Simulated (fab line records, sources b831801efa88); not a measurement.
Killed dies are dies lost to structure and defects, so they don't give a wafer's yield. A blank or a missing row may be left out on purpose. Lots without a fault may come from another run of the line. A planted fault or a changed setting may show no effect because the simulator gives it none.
fab line records | flow gf180mcu
record lots=5 wafers=15 last_day=33
route steps=602 shown V5@542 TOP_METAL@567
lots that met no fault: from a run of the same line without faults
start_h: hours from the record's first day to the start of the lot's first wafer shown | wait_h: hours since the lot's step before | " the same as in the row above | L1.1+2: a row that stands for several wafers | - no value, or no start given | * or withheld: withheld | < > ~ a bound
route shown NAME@n: a module of which the file shows steps, and the number in the route of the first | usual: mean/standard deviation of fault-free wafers | same: alike in all rows | chamber/n: place in a boat | sites: the reading at each site | _std_site: their standard deviation | _edge_site: outer sites' mean less inner sites' | radius_mm: how far each site lies from the wafer's centre | mask NAME#n: copy n | behind: the tool/chamber that last shaped the wafer | hold: why the lot was held/for how many hours/how that ended | device: the transistor (n, p or np) that didn't switch | end of line: the same wafers' tests at the end of the route | a step without rows: its recipe alone | killed: dies lost to structure and defects at the first sort, not the wafer's yield | map: a wafer's dies, x killed, . not, _ none there
set.NAME: the setting as run; set.NAME@STEP: as run at that earlier step | model.NAME: the simulator's own value behind a step, which no gauge read
lots at some steps of the route; a table a step, a row a wafer
services: from which hour (start_h, from the record's first day; less than 0 if before it) a tool's chamber was out of use, for how many hours, and why
## steps
# step GF_V5_CVD_02
# recipe material=SiO2 target_thk_nm=1450 precursor=TEOS temp_c=400 time_s=163.28 rf_w=600
# usual heater_power_w=672/86
# columns lot.wafer tool chamber start_h wait_h heater_power_w
L077.1 pecvd-01 0 627.12 0.1 659
L077.5 " 2 " " 689
L077.6 " 1 " " 789
L086.1 pecvd-03 0 705.10 0.1 629
L086.2 " 2 " " 692
L086.3 " 1 " " 600
L088.4 pecvd-03 1 709.72 0.1 662
L088.5 " 2 " " 697
L088.6 " 0 " " 722
L092.1 pecvd-03 1 732.97 0.1 650
L092.2 " 0 " " 657
L092.3 " 2 " " 658
L091.2 pecvd-02 1 734.64 0.0 662
L091.4 " 0 " " 641
L091.5 " 2 " " 807
# step GF_V5_THK_MEAS_03
# recipe reads=SiO2_of_V5_CVD_02
# usual V5_CVD_02_THK=1451/23
# columns lot.wafer tool chamber start_h wait_h V5_CVD_02_THK[nm]
L077.1 film_metro-02 - 627.22 0.1 1417
L077.5 " - " " 1440
L077.6 " - " " 1429
L086.1 film_metro-04 - 705.20 0.1 1455
L086.2 " - " " 1457
L086.3 " - " " 1445
L088.4 film_metro-03 - 709.84 0.1 1471
L088.5 " - " " 1460
L088.6 " - " " 1457
L092.1 film_metro-03 - 733.08 0.1 1452
L092.2 " - " " 1433
L092.3 " - " " 1458
L091.2 film_metro-04 - 734.76 0.1 1439
L091.4 " - " " 1433
L091.5 " - " " 1463
# step GF_V5_CMP_04
# recipe material=SiO2 down_force_psi=4 platen_rpm=60 pad_velocity_m_s=0.94248
# usual motor_current_A=12.9/1.7 platen_rpm=60.00/0.043
# columns lot.wafer tool chamber start_h wait_h motor_current_A platen_rpm
L077.1 cmp-02 0 627.33 0.1 13.7 60.02
L077.6 " 3 " " 13.9 60.06
L077.5 " 0 " " 14.2 60.02
L086.1 cmp-01 3 705.26 0.1 10.9 59.96
L086.3 " 1 " " 10.9 60.05
L086.2 " 2 " " 11.2 60.03
L088.4 cmp-02 2 710.11 0.3 11.8 60.05
L088.6 " 2 " " 11.4 60.03
L088.5 " 3 " " 13.7 59.97
L092.2 cmp-02 3 733.19 0.1 14.3 59.95
L092.3 " 0 " " 13.3 60.10
L092.1 " 1 " " 15.1 59.95
L091.4 cmp-02 1 734.86 0.1 14.8 60.09
L091.2 " 2 " " 11.8 60.05
L091.5 " 0 " " 14.2 59.96
# step GF_V5_BOW_MEAS_05
# recipe mode=bow
# usual V5_BOW=132/9.5
# columns lot.wafer tool chamber start_h wait_h V5_BOW[um]
L077.1 film_metro-03 - 627.58 0.2 141
L077.5 " - " " 139
L077.6 " - " " 138
L086.1 film_metro-03 - 705.56 0.2 133
L086.2 " - " " 122
L086.3 " - " " 118
L088.4 film_metro-02 - 710.47 0.3 135
L088.5 " - " " 137
L088.6 " - " " 132
L092.1 film_metro-03 - 733.44 0.1 126
L092.2 " - " " 142
L092.3 " - " " 139
L091.2 film_metro-03 - 735.13 0.2 131
L091.4 " - " " 146
L091.5 " - " " 142
# step GF_V5_DEHYDRATE_06
# recipe temp_c=200 time_s=60
# usual exhaust_pa=45.3/0.91
# columns lot.wafer tool chamber start_h wait_h exhaust_pa
L077.1 litho_track-04 0 637.19 9.6 45.3
L077.5 " 0 " " 45.5
L077.6 " 0 " " 45.6
L086.1 litho_track-01 0 713.37 7.8 45.7
L086.2 " 0 " " 45.4
L086.3 " 0 " " 45.6
L088.4 litho_track-04 0 718.42 7.9 45.5
L088.5 " 0 " " 45.8
L088.6 " 0 " " 45.0
L092.1 litho_track-04 0 741.59 8.1 45.4
L092.2 " 0 " " 46.4
L092.3 " 0 " " 45.3
L091.2 litho_track-01 0 743.55 8.4 45.7
L091.4 " 0 " " 46.0
L091.5 " 0 " " 45.2
# step GF_V5_HMDS_07
# recipe prime_time_s=60 prime_temp_c=120
# usual exhaust_pa=44.9/0.99
# columns lot.wafer tool chamber start_h wait_h exhaust_pa
L077.1 litho_track-04 0 637.34 0.1 44.5
L077.5 " 0 " " 43.4
L077.6 " 0 " " 45.5
L086.1 litho_track-01 0 713.52 0.1 43.2
L086.2 " 0 " " 45.4
L086.3 " 0 " " 44.7
L088.4 litho_track-04 0 718.57 0.1 46.2
L088.5 " 0 " " 44.3
L088.6 " 0 " " 45.9
L092.1 litho_track-04 0 741.74 0.1 44.8
L092.2 " 0 " " 45.3
L092.3 " 0 " " 45.4
L091.2 litho_track-01 0 743.70 0.1 44.3
L091.4 " 0 " " 44.9
L091.5 " 0 " " 46.6
# step GF_V5_COAT_08
# recipe resist=BARC temp_c=withheld time_s=withheld spin_rpm=withheld resist_thk_nm=withheld
# usual exhaust_pa=44.9/0.87
# columns lot.wafer tool chamber start_h wait_h exhaust_pa
L077.1 litho_track-04 0 637.49 0.1 43.8
L077.5 " 0 " " 44.2
L077.6 " 0 " " 44.3
L086.1 litho_track-01 0 713.67 0.1 45.9
L086.2 " 0 " " 44.9
L086.3 " 0 " " 44.9
L088.4 litho_track-04 0 718.72 0.1 46.5
L088.5 " 0 " " 44.3
L088.6 " 0 " " 45.9
L092.1 litho_track-04 0 741.89 0.1 44.0
L092.2 " 0 " " 44.1
L092.3 " 0 " " 44.3
L091.2 litho_track-01 0 743.85 0.1 43.4
L091.4 " 0 " " 45.9
L091.5 " 0 " " 43.8
# step GF_V5_COAT_09
# recipe resist=KrF spin_rpm=withheld resist_thk_nm=1000
# usual exhaust_pa=44.8/1.1
# columns lot.wafer tool chamber start_h wait_h exhaust_pa
L077.1 litho_track-04 0 - - 45.1
L077.5 " 0 " " 45.1
L077.6 " 0 " " 46.0
L086.1 litho_track-01 0 - - 45.7
L086.2 " 0 " " 46.1
L086.3 " 0 " " 45.7
L088.4 litho_track-04 0 - - 43.7
L088.5 " 0 " " 43.8
L088.6 " 0 " " 44.6
L092.1 litho_track-04 0 - - 44.6
L092.2 " 0 " " 43.5
L092.3 " 0 " " 44.6
L091.2 litho_track-01 0 - - 45.4
L091.4 " 0 " " 45.3
L091.5 " 0 " " 46.2
# step GF_V5_SOFTBAKE_10
# recipe temp_c=130 time_s=60 resist=KrF
# usual exhaust_pa=45.2/0.87
# columns lot.wafer tool chamber start_h wait_h exhaust_pa
L077.1 litho_track-04 0 - - 46.5
L077.5 " 0 " " 47.1
L077.6 " 0 " " 45.7
L086.1 litho_track-01 0 - - 46.7
L086.2 " 0 " " 44.1
L086.3 " 0 " " 46.5
L088.4 litho_track-04 0 - - 44.4
L088.5 " 0 " " 46.4
L088.6 " 0 " " 45.2
L092.1 litho_track-04 0 - - 43.9
L092.2 " 0 " " 44.5
L092.3 " 0 " " 43.0
L091.2 litho_track-01 0 - - 45.7
L091.4 " 0 " " 43.3
L091.5 " 0 " " 44.8
# step GF_V5_EXPOSE_11
# recipe mask_id=Via5 target_cd_nm=260 na=0.68 source_shape=conventional sigma_outer=0.6 dose_mj=38
# usual stage_vel_mm_s=500.06/0.27
# columns lot.wafer tool chamber start_h wait_h mask stage_vel_mm_s
L077.1 krf_scanner-01 0 - - Via5#0 499.69
L077.5 " 0 " " Via5#0 500.08
L077.6 " 0 " " Via5#0 499.80
L086.1 krf_scanner-01 0 - - Via5#0 500.51
L086.2 " 0 " " Via5#0 500.38
L086.3 " 0 " " Via5#0 500.66
L088.4 krf_scanner-02 0 - - Via5#0 499.90
L088.5 " 0 " " Via5#0 500.01
L088.6 " 0 " " Via5#0 500.48
L092.1 krf_scanner-02 0 - - Via5#0 500.06
L092.2 " 0 " " Via5#0 500.25
L092.3 " 0 " " Via5#0 500.04
L091.2 krf_scanner-01 0 - - Via5#0 499.72
L091.4 " 0 " " Via5#0 500.05
L091.5 " 0 " " Via5#0 500.07
# step GF_V5_PEB_12
# recipe peb_temp_c=135 peb_time_s=88.66 resist=KrF
# usual exhaust_pa=45.0/0.89
# same peb_time_s=88.66
# columns lot.wafer tool chamber start_h wait_h exhaust_pa
L077.1 litho_track-01 0 - - 45.4
L077.5 " 0 " " 45.8
L077.6 " 0 " " 44.5
L086.1 litho_track-04 0 - - 43.9
L086.2 " 0 " " 45.1
L086.3 " 0 " " 45.4
L088.4 litho_track-04 0 - - 46.1
L088.5 " 0 " " 45.5
L088.6 " 0 " " 44.4
L092.1 litho_track-04 0 - - 44.0
L092.2 " 0 " " 45.5
L092.3 " 0 " " 44.5
L091.2 litho_track-01 0 - - 44.6
L091.4 " 0 " " 44.5
L091.5 " 0 " " 44.2
# step GF_V5_DEVELOP_13
# recipe develop_time_s=60 resist=KrF dev_temp_c=21
# usual exhaust_pa=45.0/1
# columns lot.wafer tool chamber start_h wait_h exhaust_pa
L077.1 litho_track-01 0 647.32 0.2 45.4
L077.5 " 0 " " 46.1
L077.6 " 0 " " 45.9
L086.1 litho_track-04 0 723.04 0.2 45.3
L086.2 " 0 " " 43.9
L086.3 " 0 " " 45.0
L088.4 litho_track-04 0 727.62 0.1 44.6
L088.5 " 0 " " 44.4
L088.6 " 0 " " 44.5
L092.1 litho_track-04 0 749.89 0.2 46.2
L092.2 " 0 " " 45.9
L092.3 " 0 " " 46.5
L091.2 litho_track-01 0 751.80 0.2 44.6
L091.4 " 0 " " 43.8
L091.5 " 0 " " 45.0
# step GF_V5_CD_MEAS_14
# recipe target_cd_nm=260
# usual cd_nm=260.4/1.4
# columns lot.wafer tool chamber start_h wait_h cd_nm
L077.1 cd_sem-01 - 647.47 0.1 260.0
L077.5 " - " " 260.7
L077.6 " - " " 261.9
L086.1 cd_sem-01 - 723.19 0.1 258.2
L086.2 " - " " 258.9
L086.3 " - " " 257.6
L088.4 cd_sem-01 - 727.75 0.1 258.1
L088.5 " - " " 259.1
L088.6 " - " " 259.1
L092.1 cd_sem-02 - 750.16 0.2 260.5
L092.2 " - " " 260.1
L092.3 " - " " 259.6
L091.2 cd_sem-02 - 751.94 0.1 259.5
L091.4 " - " " 260.5
L091.5 " - " " 259.9
# step GF_V5_OVL_MEAS_15
# usual V5_OVL=1/6.2
# columns lot.wafer tool chamber start_h wait_h V5_OVL[nm]
L077.1 overlay-01 - 647.59 0.1 3
L077.5 " - " " 2
L077.6 " - " " 2
L086.1 overlay-01 - 723.31 0.1 4
L086.2 " - " " 5
L086.3 " - " " 10
L088.4 overlay-01 - 727.83 0.1 -5
L088.5 " - " " -7
L088.6 " - " " -6
L092.1 overlay-01 - 750.28 0.1 6
L092.2 " - " " 8
L092.3 " - " " 5
L091.2 overlay-01 - 752.05 0.1 3
L091.4 " - " " 6
L091.5 " - " " 2
# step GF_V5_ETCH_16
# recipe chemistry=N2/H2 target_depth_a=withheld overetch_a=withheld time_s=withheld target=BARC ion_energy_ev=200 source_w=500 bias_w=100 pressure_mtorr=30 n2_flow_sccm=100 h2_flow_sccm=200
# usual drypump_motor_current_A=5.9/0.36 oes_product_au=0.854/0.0047 throttle_valve_pct=13.225/0.0089
# columns lot.wafer tool chamber start_h wait_h drypump_motor_current_A oes_product_au throttle_valve_pct
L077.1 rie_diel-03 0 647.63 0.0 6.0 0.850 13.221
L077.5 " 3 " " 5.3 0.850 13.226
L077.6 " 2 " " 5.8 0.858 13.235
L086.1 rie_diel-03 1 723.35 0.0 6.4 0.856 13.217
L086.2 " 2 " " 5.8 0.852 13.225
L086.3 " 0 " " 5.9 0.850 13.235
L088.4 rie_diel-02 2 727.85 0.0 5.5 0.858 13.222
L088.5 " 2 " " 5.5 0.847 13.219
L088.6 " 1 " " 5.6 0.846 13.218
L092.1 rie_diel-01 0 750.32 0.0 5.7 0.850 13.221
L092.2 " 2 " " 6.1 0.843 13.223
L092.3 " 3 " " 6.7 0.868 13.216
L091.2 rie_diel-02 3 752.08 0.0 5.7 0.860 13.223
L091.4 " 2 " " 5.5 0.853 13.225
L091.5 " 3 " " 5.7 0.854 13.234
# step GF_V5_ETCH_17
# recipe chemistry=C4F8/O2/Ar mask_material=KrF target=SiO2 stop_on=TiN source_w=1500 bias_w=1200 pressure_mtorr=40 c4f8_flow_sccm=withheld O2_flow_sccm=6 Ar_flow_sccm=300 time_s=withheld target_depth_a=8550
# usual oes_product_au=0.859/0.0043
# columns lot.wafer tool chamber start_h wait_h oes_product_au
L077.1 rie_diel-03 0 - - 0.854
L077.5 " 3 " " 0.857
L077.6 " 2 " " 0.856
L086.1 rie_diel-03 1 - - 0.860
L086.2 " 2 " " 0.858
L086.3 " 0 " " 0.866
L088.4 rie_diel-02 2 - - 0.854
L088.5 " 2 " " 0.860
L088.6 " 1 " " 0.867
L092.1 rie_diel-01 0 - - 0.859
L092.2 " 2 " " 0.861
L092.3 " 3 " " 0.851
L091.2 rie_diel-02 3 - - 0.854
L091.4 " 2 " " 0.862
L091.5 " 3 " " 0.864
# step GF_V5_STRIP_18
# recipe chemistry=O2/N2 power_w=1400 pressure_mtorr=1500 platen_temp_c=250 o2_flow_sccm=3000 n2_flow_sccm=300 overash_fraction=0.5
# usual drypump_motor_current_A=6.0/0.35 heater_power_w=307/30 oes_product_au=0.568/0.0048 platen_temp_c=250.02/0.19
# columns lot.wafer tool chamber start_h wait_h drypump_motor_current_A heater_power_w oes_product_au platen_temp_c rf_hours_counter_h
L077.1 plasma_asher-03 0 647.78 - 6.2 260 0.565 250.25 58
L077.5 " 0 " " 6.2 271 0.565 250.11 -
L077.6 " 1 " " 5.7 326 0.574 249.91 -
L086.1 plasma_asher-01 1 723.50 - 5.9 293 0.569 250.15 30
L086.2 " 0 " " 6.2 315 0.561 249.74 30
L086.3 " 1 " " 5.9 290 0.563 250.35 -
L088.4 plasma_asher-03 0 728.03 - 6.2 269 0.560 249.98 -
L088.5 " 0 " " 6.2 258 0.567 250.02 -
L088.6 " 1 " " 5.8 329 0.565 249.87 -
L092.1 plasma_asher-01 0 750.47 - 6.2 324 0.577 250.03 34
L092.2 " 1 " " 5.9 292 0.571 249.78 34
L092.3 " 0 " " 6.2 312 0.565 249.93 -
L091.2 plasma_asher-01 0 752.23 - 6.2 318 0.562 250.24 34
L091.4 " 1 " " 5.9 294 0.572 249.91 -
L091.5 " 0 " " 6.2 311 0.561 250.27 -
# step GF_V5_STRIP_19
# recipe chemistry=post_etch_residue_remover time_s=1200 temp_c=72.5
# columns lot.wafer tool chamber start_h wait_h
L077.1+5+6 wet_bench-02 1 647.88 0.1
L086.1+2+3 wet_bench-03 3 723.60 0.1
L088.4+5+6 wet_bench-03 0 728.10 0.0
L092.1+2+3 wet_bench-03 0 750.57 0.1
L091.2+4+5 wet_bench-02 1 752.33 0.1
# step GF_V5_CLEAN_20
# recipe chemistry=DIW dry=n2_spin
# columns lot.wafer tool chamber start_h wait_h
L077.1+5+6 wet_bench-03 0 648.22 0.0
L086.1+2+3 wet_bench-04 1 723.94 0.0
L088.4+5+6 wet_bench-02 0 728.44 0.0
L092.1+2+3 wet_bench-04 0 750.94 0.0
L091.2+4+5 wet_bench-04 3 752.67 0.0
# step GF_V5_SPUTTER_21
# recipe material=Ti target_thk_nm=15 chamber_pressure_pa=5 power_w=2500 substrate_temp_c=200 time_s=80.02
# usual chamber_pressure_pa=4.999/0.0089 throttle_valve_pct=29.8/0.72
# columns lot.wafer tool chamber start_h wait_h chamber_pressure_pa throttle_valve_pct
L077.1 pvd_sputter-03 - 648.32 0.0 5.006 28.9
L077.5 " - " " 4.991 29.0
L077.6 " - " " 5.005 30.2
L086.1 pvd_sputter-03 - 724.03 0.0 5.002 30.3
L086.2 " - " " 4.988 28.7
L086.3 " - " " 4.991 28.6
L088.4 pvd_sputter-04 - 728.56 0.0 5.002 29.8
L088.5 " - " " 4.977 30.9
L088.6 " - " " 4.991 30.4
L092.1 pvd_sputter-02 - 751.04 0.0 4.995 30.1
L092.2 " - " " 5.020 30.9
L092.3 " - " " 5.000 29.2
L091.2 pvd_sputter-04 - 752.76 0.0 4.989 29.9
L091.4 " - " " 4.988 30.2
L091.5 " - " " 4.995 30.2
# step GF_V5_SPUTTER_22
# recipe material=TiN target_thk_nm=10 chamber_pressure_pa=5 power_w=4000 time_s=40
# usual chamber_pressure_pa=4.999/0.01 throttle_valve_pct=29.9/0.69
# columns lot.wafer tool chamber start_h wait_h chamber_pressure_pa throttle_valve_pct
L077.1 pvd_sputter-03 - 648.38 0.0 5.004 28.5
L077.5 " - " " 5.010 28.9
L077.6 " - " " 5.004 30.0
L086.1 pvd_sputter-03 - 724.10 0.0 4.991 30.4
L086.2 " - " " 4.995 28.9
L086.3 " - " " 4.993 28.8
L088.4 pvd_sputter-04 - 728.61 0.0 4.996 29.9
L088.5 " - " " 5.000 30.8
L088.6 " - " " 4.988 30.7
L092.1 pvd_sputter-02 - 751.10 0.0 4.985 30.3
L092.2 " - " " 4.994 30.7
L092.3 " - " " 4.982 29.0
L091.2 pvd_sputter-04 - 752.83 0.0 5.009 30.0
L091.4 " - " " 4.999 30.3
L091.5 " - " " 4.982 30.2
# step GF_V5_CVD_23
# recipe material=W target_thk_nm=350 time_s=104.9 temp_c=400 pressure_torr=40
# usual heater_power_w=897/80
# columns lot.wafer tool chamber start_h wait_h heater_power_w
L077.1 cvd_w-02 1 648.42 0.0 808
L077.5 " 0 " " 917
L077.6 " 1 " " 780
L086.1 cvd_w-01 1 724.13 0.0 864
L086.2 " 0 " " 1012
L086.3 " 1 " " 845
L088.4 cvd_w-01 1 728.67 0.0 828
L088.5 " 0 " " 983
L088.6 " 1 " " 851
L092.1 cvd_w-01 0 751.14 0.0 996
L092.2 " 1 " " 851
L092.3 " 0 " " 972
L091.2 cvd_w-01 0 752.86 0.0 1000
L091.4 " 1 " " 856
L091.5 " 0 " " 975
# step GF_V5_RS_MEAS_24
# recipe thk_meas_gauge=four-point-probe reads=W_of_V5_CVD_23+TiN_of_V5_SPUTTER_22+Ti_of_V5_SPUTTER_21
# usual V5_W_RS=0.328/0.0041
# columns lot.wafer tool chamber start_h wait_h V5_W_RS[ohm/sq]
L077.1 film_metro-04 - 648.53 0.1 0.323
L077.5 " - " " 0.334
L077.6 " - " " 0.321
L086.1 film_metro-04 - 724.25 0.1 0.333
L086.2 " - " " 0.326
L086.3 " - " " 0.332
L088.4 film_metro-02 - 728.81 0.1 0.326
L088.5 " - " " 0.323
L088.6 " - " " 0.327
L092.1 film_metro-03 - 751.25 0.1 0.329
L092.2 " - " " 0.334
L092.3 " - " " 0.329
L091.2 film_metro-03 - 753.00 0.1 0.327
L091.4 " - " " 0.330
L091.5 " - " " 0.328
# step GF_V5_THK_MEAS_25
# recipe thk_meas_gauge=xrf reads=W_of_V5_CVD_23
# usual V5_W_THK=348/5.6
# columns lot.wafer tool chamber start_h wait_h V5_W_THK[nm]
L077.1 film_metro-04 - 648.65 0.1 351
L077.5 " - " " 339
L077.6 " - " " 352
L086.1 film_metro-04 - 724.37 0.1 336
L086.2 " - " " 343
L086.3 " - " " 337
L088.4 film_metro-02 - 728.90 0.1 354
L088.5 " - " " 357
L088.6 " - " " 351
L092.1 film_metro-03 - 751.37 0.1 349
L092.2 " - " " 345
L092.3 " - " " 351
L091.2 film_metro-03 - 753.11 0.1 349
L091.4 " - " " 347
L091.5 " - " " 352
# step GF_V5_CMP_26
# recipe stop_on=SiO2 down_force_psi=3.5 platen_rpm=60 t_overpolish_s=15 target_thk_nm=0 pad_velocity_m_s=0.94248
# usual motor_current_A=11.5/1.6 overpolish_run_s=15.000/0.0092 platen_rpm=60.00/0.04 time_to_endpoint_s=85/4.7
# columns lot.wafer tool chamber start_h wait_h motor_current_A overpolish_run_s platen_rpm time_to_endpoint_s
L077.1 cmp-02 0 648.86 0.2 13.0 15.008 59.94 86
L077.6 " 1 " " 13.9 15.005 59.99 80
L077.5 " 2 " " 10.4 15.003 60.09 88
L086.3 cmp-02 3 724.48 0.1 13.0 15.014 59.94 87
L086.1 " 0 " " 12.5 14.996 59.97 87
L086.2 " 1 " " 13.7 14.992 60.00 88
L088.4 cmp-01 0 728.98 0.1 10.9 14.986 60.02 77
L088.5 " 3 " " 9.4 15.001 60.07 85
L088.6 " 0 " " 11.6 14.986 60.03 79
L092.3 cmp-01 0 751.43 0.0 10.7 15.020 60.00 85
L092.1 " 1 " " 10.9 14.999 59.96 78
L092.2 " 3 " " 9.7 14.989 59.95 85
L091.4 cmp-02 1 753.21 0.1 14.2 15.003 59.99 81
L091.2 " 2 " " 10.4 15.019 60.01 94
L091.5 " 1 " " 13.7 14.991 60.01 82
# step GF_TOP_METAL_SPUTTER_00
# recipe material=Ti target_thk_nm=37.5 arriving_ion_energy_ev=80 substrate_temp_c=200 chamber_pressure_pa=2 power_w=4000 time_s=150
# usual chamber_pressure_pa=2.000/0.004 throttle_valve_pct=29.9/0.65
# columns lot.wafer tool chamber start_h wait_h chamber_pressure_pa throttle_valve_pct
L077.1 pvd_sputter-01 - 649.01 0.1 1.998 29.3
L077.5 " - " " 2.001 29.7
L077.6 " - " " 1.999 29.3
L086.1 pvd_sputter-01 - 724.73 0.1 1.990 29.6
L086.2 " - " " 2.001 30.3
L086.3 " - " " 1.996 29.1
L088.4 pvd_sputter-02 - 729.23 0.2 2.003 29.3
L088.5 " - " " 2.003 29.8
L088.6 " - " " 1.997 30.7
L092.1 pvd_sputter-04 - 751.73 0.2 1.993 31.0
L092.2 " - " " 2.001 30.3
L092.3 " - " " 2.001 29.8
L091.2 pvd_sputter-04 - 753.46 0.1 1.997 29.8
L091.4 " - " " 1.999 30.3
L091.5 " - " " 2.002 29.8
# step GF_TOP_METAL_SPUTTER_01
# recipe material=TiN target_thk_nm=30 power_w=6500 time_s=25 chamber_pressure_pa=0.4
# usual chamber_pressure_pa=0.3999/0.00084 throttle_valve_pct=29.9/0.61
# columns lot.wafer tool chamber start_h wait_h chamber_pressure_pa throttle_valve_pct
L077.1 pvd_sputter-01 - 649.11 0.1 0.4002 29.4
L077.5 " - " " 0.3989 29.8
L077.6 " - " " 0.3994 29.2
L086.1 pvd_sputter-01 - 724.83 0.1 0.4009 29.7
L086.2 " - " " 0.3999 30.5
L086.3 " - " " 0.3992 29.1
L088.4 pvd_sputter-02 - 729.33 0.1 0.3982 29.1
L088.5 " - " " 0.4002 30.2
L088.6 " - " " 0.4004 30.7
L092.1 pvd_sputter-04 - 751.83 0.1 0.3989 31.2
L092.2 " - " " 0.3993 30.2
L092.3 " - " " 0.3996 29.7
L091.2 pvd_sputter-04 - 753.56 0.1 0.3999 29.9
L091.4 " - " " 0.3993 30.2
L091.5 " - " " 0.3994 30.0
# step GF_TOP_METAL_SPUTTER_02
# recipe material=AlCu target_thk_nm=900 power_w=10600 chamber_pressure_pa=0.3 substrate_temp_c=250 gas=Ar time_s=47.82
# usual chamber_pressure_pa=0.2999/0.00057 throttle_valve_pct=29.9/0.62
# columns lot.wafer tool chamber start_h wait_h chamber_pressure_pa throttle_valve_pct
L077.1 pvd_sputter-01 - 649.14 0.0 0.2992 29.5
L077.5 " - " " 0.3003 30.0
L077.6 " - " " 0.2998 29.1
L086.1 pvd_sputter-01 - 724.86 0.0 0.2994 29.6
L086.2 " - " " 0.3004 30.5
L086.3 " - " " 0.2999 29.3
L088.4 pvd_sputter-02 - 729.36 0.0 0.2999 29.2
L088.5 " - " " 0.2999 29.9
L088.6 " - " " 0.2992 31.0
L092.1 pvd_sputter-04 - 751.86 0.0 0.2996 31.3
L092.2 " - " " 0.3001 30.2
L092.3 " - " " 0.2997 29.7
L091.2 pvd_sputter-04 - 753.59 0.0 0.3011 29.9
L091.4 " - " " 0.3005 30.4
L091.5 " - " " 0.3001 29.8
# step GF_TOP_METAL_SPUTTER_03
# recipe material=Ti target_thk_nm=5 substrate_temp_c=300 chamber_pressure_pa=0.3 power_w=3110 time_s=3.3
# usual chamber_pressure_pa=0.2999/0.00061 throttle_valve_pct=29.9/0.63
# columns lot.wafer tool chamber start_h wait_h chamber_pressure_pa throttle_valve_pct
L077.1 pvd_sputter-01 - 649.18 0.0 0.2997 29.1
L077.5 " - " " 0.2995 29.9
L077.6 " - " " 0.2997 29.0
L086.1 pvd_sputter-01 - 724.90 0.0 0.2996 29.7
L086.2 " - " " 0.3002 30.7
L086.3 " - " " 0.3001 29.2
L088.4 pvd_sputter-02 - 729.40 0.0 0.3008 29.2
L088.5 " - " " 0.2998 30.4
L088.6 " - " " 0.2995 31.1
L092.1 pvd_sputter-04 - 751.90 0.0 0.2994 30.9
L092.2 " - " " 0.3000 30.5
L092.3 " - " " 0.3001 30.0
L091.2 pvd_sputter-04 - 753.63 0.0 0.2995 29.7
L091.4 " - " " 0.2994 30.2
L091.5 " - " " 0.3005 29.7
# step GF_TOP_METAL_SPUTTER_04
# recipe material=TiN target_thk_nm=25 power_w=6500 time_s=20.8 chamber_pressure_pa=0.4
# usual chamber_pressure_pa=0.3999/0.00069 throttle_valve_pct=29.9/0.64
# columns lot.wafer tool chamber start_h wait_h chamber_pressure_pa throttle_valve_pct
L077.1 pvd_sputter-01 - 649.20 0.0 0.4003 29.4
L077.5 " - " " 0.4002 30.0
L077.6 " - " " 0.3993 29.2
L086.1 pvd_sputter-01 - 724.92 0.0 0.3998 29.9
L086.2 " - " " 0.3986 30.4
L086.3 " - " " 0.3995 29.1
L088.4 pvd_sputter-02 - 729.42 0.0 0.3991 28.9
L088.5 " - " " 0.3994 30.2
L088.6 " - " " 0.3996 30.8
L092.1 pvd_sputter-04 - 751.92 0.0 0.4001 30.9
L092.2 " - " " 0.4004 30.5
L092.3 " - " " 0.3990 29.9
L091.2 pvd_sputter-04 - 753.65 0.0 0.4002 29.9
L091.4 " - " " 0.3993 30.2
L091.5 " - " " 0.3990 29.9
# step GF_TOP_METAL_RS_MEAS_05
# recipe thk_meas_gauge=four-point-probe reads=TiN_of_TOP_METAL_SPUTTER_04+Ti_of_TOP_METAL_SPUTTER_03+AlCu_of_TOP_METAL_SPUTTER_02+TiN_of_TOP_METAL_SPUTTER_01+Ti_of_TOP_METAL_SPUTTER_00
# usual TOP_METAL_ALCU_RS=0.0327/0.00037
# columns lot.wafer tool chamber start_h wait_h TOP_METAL_ALCU_RS[ohm/sq]
L077.1 film_metro-02 - 649.23 0.0 0.0324
L077.5 " - " " 0.0323
L077.6 " - " " 0.0323
L086.1 film_metro-01 - 724.95 0.0 0.0331
L086.2 " - " " 0.0330
L086.3 " - " " 0.0330
L088.4 film_metro-04 - 729.51 0.1 0.0327
L088.5 " - " " 0.0328
L088.6 " - " " 0.0321
L092.1 film_metro-01 - 751.95 0.0 0.0331
L092.2 " - " " 0.0330
L092.3 " - " " 0.0327
L091.2 film_metro-02 - 753.70 0.0 0.0323
L091.4 " - " " 0.0325
L091.5 " - " " 0.0325
# step GF_TOP_METAL_THK_MEAS_06
# recipe thk_meas_gauge=xrf reads=AlCu_of_TOP_METAL_SPUTTER_02
# usual TOP_METAL_ALCU_THK=912/11
# columns lot.wafer tool chamber start_h wait_h TOP_METAL_ALCU_THK[nm]
L077.1 film_metro-02 - 649.35 0.1 920
L077.5 " - " " 926
L077.6 " - " " 925
L086.1 film_metro-01 - 725.07 0.1 906
L086.2 " - " " 904
L086.3 " - " " 904
L088.4 film_metro-04 - 729.60 0.1 918
L088.5 " - " " 915
L088.6 " - " " 925
L092.1 film_metro-01 - 752.07 0.1 898
L092.2 " - " " 906
L092.3 " - " " 906
L091.2 film_metro-02 - 753.81 0.1 922
L091.4 " - " " 920
L091.5 " - " " 919
# step GF_TOP_METAL_DEHYDRATE_07
# recipe temp_c=200 time_s=60
# usual exhaust_pa=45.2/0.94
# columns lot.wafer tool chamber start_h wait_h exhaust_pa
L077.1 litho_track-03 0 658.83 9.5 44.7
L077.5 " 0 " " 46.3
L077.6 " 0 " " 45.7
L086.1 litho_track-02 0 732.97 7.9 45.8
L086.2 " 0 " " 46.8
L086.3 " 0 " " 45.9
L088.4 litho_track-03 0 737.76 8.2 44.4
L088.5 " 0 " " 44.5
L088.6 " 0 " " 45.6
L092.1 litho_track-03 0 760.13 8.1 44.4
L092.2 " 0 " " 44.9
L092.3 " 0 " " 44.2
L091.2 litho_track-01 0 761.70 7.9 45.4
L091.4 " 0 " " 46.5
L091.5 " 0 " " 46.7
## services
# columns tool chamber start_h hours kind
rie_diel-02 2 615.65 2.7 repair
pecvd-03 - 619.04 1.0 repair
rie_diel-02 0 625.56 10.0 repair
krf_scanner-01 - 626.96 0.5 repair
plasma_asher-01 - 627.11 14.6 pm
krf_scanner-01 - 628.79 0.8 pm
plasma_asher-01 - 643.93 7.2 repair
krf_scanner-01 - 644.70 0.8 pm
rie_diel-03 1 647.58 11.9 repair
pvd_sputter-02 - 648.42 3.8 repair
krf_scanner-01 - 652.19 1.0 pm
pvd_sputter-04 - 653.34 5.0 repair
pecvd-03 2 658.24 2.4 repair
cmp-02 - 668.62 0.6 repair
cmp-02 - 677.04 3.2 repair
krf_scanner-01 - 689.23 0.3 repair
rie_diel-03 3 691.53 1.5 repair
cmp-02 - 718.58 4.1 pm
cmp-01 - 720.70 0.6 repair
pvd_sputter-02 - 721.56 1.1 repair
cmp-02 - 742.96 0.6 repair
cmp-02 - 746.73 4.0 pm
rie_diel-02 1 749.35 3.3 repair
cmp-02 - 754.57 0.4 repair
## key
fault none
